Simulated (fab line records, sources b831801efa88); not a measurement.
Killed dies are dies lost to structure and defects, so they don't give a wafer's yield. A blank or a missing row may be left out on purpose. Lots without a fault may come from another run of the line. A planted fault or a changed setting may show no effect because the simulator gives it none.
One fault seen from 2 desks | flow gf180mcu | each desk has only its own numbers; what lay behind them comes last

THE METROLOGY DESK
What the gauges read, lot by lot, whatever tool the lot ran on: means of the sampled wafers that have a number. A lot is out of limits, marked OUT, if its mean lies more than 4 standard deviations from the usual mean; the brackets give that distance.
Columns: A = HV_LDD_3_TW at GF_HV_LDD_TW_MEAS_38, usual 1445; B = PSD_TW at GF_PSD_TW_MEAS_11, usual 3204; C = PSD_RS at GF_PSD_RS_MEAS_15, usual 108.50 ohm/sq; D = cd_nm at GF_SAB_CD_MEAS_09, usual 419.3 nm
lot  | first seen here | A    | B               | C               | D
L836 | day 11 14:58    | 1439 | 3238            | 108.52          | 418.1
L837 | day 11 20:38    | 1460 | 3226            | 108.35          | 419.5
L839 | day 12 12:11    | 1451 | 3177            | 107.99          | 418.9
L848 | day 15 18:13    | 1442 | 3521 (+10) OUT  | 96.46 (-43) OUT | 420.6
L849 | day 15 18:25    | 1445 | 3521 (+10) OUT  | 96.37 (-43) OUT | 418.0
L851 | day 16 17:39    | 1431 | 3447 (+7.8) OUT | 96.89 (-41) OUT | 420.6
L852 | day 16 18:16    | 1442 | 3231            | 108.46          | 416.2
L854 | day 17 16:01    | 1464 | 3211            | 108.25          | 424.5
L855 | day 18 02:11    | 1448 | 3190            | 108.42          | 418.3
L857 | day 18 11:49    | 1437 | 3253            | 108.43          | 419.9
L858 | day 18 23:22    | 1441 | 3168            | 108.13          | 420.0
This desk's finding: out of limits on L848, L849, L851; first on L848, day 18 20:31 (PSD_TW at GF_PSD_TW_MEAS_11). In limits: L836, L837, L839, L852, L854, L855, L857, L858.

THE TOOL OWNER'S DESK: implanter-03
The tool's own readings at GF_PSD_IMPLANT_09: means of the sampled wafers that have a number, for each lot that ran on this tool. A lot is out of limits, marked OUT, if its mean lies more than 4 standard deviations from the usual mean; the brackets give that distance.
Columns: A = beam_energy_keV at GF_PSD_IMPLANT_09, usual 39.999; B = end_station_pressure_torr at GF_PSD_IMPLANT_09, usual 1.17e-05 Torr; C = faraday_current_uA at GF_PSD_IMPLANT_09, usual 8229
lot  | first seen here | A                        | B        | C
L836 | day 14 05:03    | 40.007                   | 1.19e-05 | 8300
L837 | day 14 10:20    | 39.994                   | 1.17e-05 | 8230
L848 | day 18 20:18    | 55.159 (+99 or more) OUT | 1.20e-05 | 8363
L849 | day 18 21:48    | 55.165 (+99 or more) OUT | 1.15e-05 | 8245
L851 | day 19 20:21    | 55.163 (+99 or more) OUT | 1.15e-05 | 8136
This desk's finding: out of limits on L848, L849, L851; first on L848, day 18 20:18 (beam_energy_keV at GF_PSD_IMPLANT_09). In limits: L836, L837.

PUT TOGETHER
The tool owner's desk could have raised an alarm at day 18 20:18, on L848, L849, L851.
The metrology desk could have raised an alarm at day 18 20:31, on L848, L849, L851.
Of the lots named, all ran GF_PSD_IMPLANT_09 on implanter-03.

WHAT THE SIMULATOR HAD PUT IN
Process parameter drift: implanter-03, from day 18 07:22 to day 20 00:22, at GF_PSD_IMPLANT_09. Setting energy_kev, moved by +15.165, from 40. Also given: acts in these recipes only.
Lots struck among those shown: L848, L849, L851.
Hours from the fault's start to each desk's first reading out of limits: the tool owner's desk, 13; the metrology desk, 13.
